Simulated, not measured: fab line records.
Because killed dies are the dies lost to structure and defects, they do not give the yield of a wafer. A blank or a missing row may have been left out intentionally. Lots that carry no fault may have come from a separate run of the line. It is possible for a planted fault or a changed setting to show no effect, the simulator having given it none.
Chamber matching / flow sky130 / SKY_LI_CONTACT_CMP_02 on cmp-01: 4 sister chambers
The step polishes PSG. 14 wafers are shown with their chamber, then 6 later ones without.

== WAFERS PAIRED WITH THEIR CHAMBERS ==
wafer=L862.2; chamber=1; motor-current-A (A)=11.7; time-to-endpoint-s (s)=30.2
wafer=L862.4; chamber=0; motor-current-A (A)=11.3; time-to-endpoint-s (s)=29.7
wafer=L862.5; chamber=1; motor-current-A (A)=13.0; time-to-endpoint-s (s)=31.4
wafer=L863.1; chamber=0; motor-current-A (A)=11.7; time-to-endpoint-s (s)=31.2
wafer=L863.2; chamber=2; motor-current-A (A)=15.7; time-to-endpoint-s (s)=32.0
wafer=L863.4; chamber=3; motor-current-A (A)=13.2; time-to-endpoint-s (s)=33.7
wafer=L869.1; chamber=2; motor-current-A (A)=14.8; time-to-endpoint-s (s)=35.6
wafer=L869.5; chamber=3; motor-current-A (A)=12.8; time-to-endpoint-s (s)=32.7
wafer=L869.6; chamber=0; motor-current-A (A)=11.6; time-to-endpoint-s (s)=31.2
wafer=L870.1; chamber=2; motor-current-A (A)=15.1; time-to-endpoint-s (s)=30.4
wafer=L870.4; chamber=0; motor-current-A (A)=12.3; time-to-endpoint-s (s)=31.1
wafer=L870.6; chamber=2; motor-current-A (A)=15.6; time-to-endpoint-s (s)=31.1
wafer=L877.1; chamber=2; motor-current-A (A)=15.1; time-to-endpoint-s (s)=31.9
wafer=L877.3; chamber=1; motor-current-A (A)=11.9; time-to-endpoint-s (s)=30.8

SIGNATURES (means of the wafers above)
reading=motor-current-A; chamber 0=11.725; chamber 1=12.200; chamber 2=15.260; chamber 3=13.000; scatter within a chamber=0.465
reading=time-to-endpoint-s; chamber 0=30.800; chamber 1=30.800; chamber 2=32.200; chamber 3=33.200; scatter within a chamber=1.38
Rule: a wafer's distance from a chamber is the root of the sum, over the readings, of the square of ((its reading less the chamber's mean) divided by the reading's scatter). The wafer belongs to the nearest chamber; if the next one is less than 2 further off, it can't be placed. How the scatter is found: for the shown wafers, subtract from each reading the mean of its chamber, square and add these, divide the total by (wafers less chambers), then take the root.

== WAFERS WITHOUT THEIR CHAMBER ==
wafer=L884.2; motor-current-A (A)=11.8; time-to-endpoint-s (s)=34.5
wafer=L884.4; motor-current-A (A)=15.3; time-to-endpoint-s (s)=32.4
wafer=L884.6; motor-current-A (A)=15.1; time-to-endpoint-s (s)=34.7
wafer=L885.1; motor-current-A (A)=11.7; time-to-endpoint-s (s)=32.7
wafer=L885.3; motor-current-A (A)=11.9; time-to-endpoint-s (s)=26.6
wafer=L885.4; motor-current-A (A)=15.5; time-to-endpoint-s (s)=34.8

== WHICH CHAMBER EACH ONE RAN IN ==
wafer=L884.2; from the rows above=can't be placed: 0 or 3 or 1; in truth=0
wafer=L884.4; from the rows above=2; in truth=2
wafer=L884.6; from the rows above=2; in truth=2
wafer=L885.1; from the rows above=can't be placed: 0 or 1 or 3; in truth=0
wafer=L885.3; from the rows above=can't be placed: 0 or 1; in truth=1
wafer=L885.4; from the rows above=2; in truth=2
Placed correctly: 3 of 6. From these rows, 3 cannot be placed; in 3 the true chamber is one of the candidates. Placed wrongly: 0.
